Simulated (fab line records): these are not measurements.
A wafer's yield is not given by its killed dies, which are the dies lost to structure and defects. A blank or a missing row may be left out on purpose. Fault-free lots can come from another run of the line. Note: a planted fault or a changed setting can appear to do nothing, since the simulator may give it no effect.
Matching of chambers	flow sky130	4 sister chambers for SKY_VIA1_ETCH_14 on rie_diel-03
The step etches BARC in N2/H2, stops on SiO2, time 45.9 s, target depth 60 nm. 14 wafers are shown with their chamber, then 7 later ones without.

## WAFERS WITH THEIR CHAMBER
wafer	chamber	oes_product_au (a.u.)	throttle_valve_pct (%)	h2_flow_sccm (sccm)
L077.1	2	0.857	13.227	200.4
L077.2	3	0.855	13.229	199.8
L077.5	2	0.856	13.226	200.5
L078.1	1	0.860	13.212	199.7
L078.2	2	0.854	13.222	200.6
L078.3	3	0.855	13.230	199.8
L082.4	0	0.845	13.209	200.1
L082.5	3	0.857	13.229	200.3
L082.6	2	0.847	13.232	199.1
L085.1	0	0.855	13.238	200.6
L085.2	2	0.857	13.225	199.7
L085.5	2	0.860	13.230	200.0
L091.1	1	0.853	13.228	201.0
L091.4	2	0.854	13.207	200.9

SIGNATURES, as means of the wafers listed above
reading	chamber 0	chamber 1	chamber 2	chamber 3	scatter within a chamber
oes_product_au	0.85000	0.85650	0.85500	0.85567	0.00421
throttle_valve_pct	13.22350	13.22000	13.22414	13.22933	0.00978
h2_flow_sccm	200.350	200.350	200.171	199.967	0.584
Rule: distance of a wafer from a chamber = root of the sum over the readings of ((wafer's reading minus chamber's mean) / reading's scatter) squared. The wafer belongs to the nearest chamber; if the next one is less than 2 further off, it can't be placed. The scatter is the square root of a quotient: the sum, over the shown wafers, of each reading's squared deviation from its chamber's mean, divided by wafers minus chambers.

## WAFERS WITHOUT THEIR CHAMBER
wafer	oes_product_au (a.u.)	throttle_valve_pct (%)	h2_flow_sccm (sccm)
L091.5	0.852	13.215	199.7
L093.1	0.854	13.232	199.9
L093.4	0.863	13.227	199.9
L093.6	0.858	13.220	200.2
L097.3	0.856	13.231	200.0
L097.4	0.852	13.228	200.3
L097.6	0.850	13.217	200.2

## THE CHAMBER EACH PASSED THROUGH
wafer	from the rows above	in truth
L091.5	can't be placed: 2 or 0 or 1 or 3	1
L093.1	can't be placed: 3 or 2 or 0 or 1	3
L093.4	can't be placed: 3 or 1 or 2 or 0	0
L093.6	can't be placed: 1 or 2 or 3 or 0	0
L097.3	can't be placed: 3 or 2 or 1 or 0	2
L097.4	can't be placed: 0 or 2 or 3 or 1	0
L097.6	can't be placed: 0 or 2 or 1 or 3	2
Correct placement for 0 of the 7. Cannot be placed on the basis of these rows: 7; the candidates contain the true chamber in 7. Placed wrongly: 0.
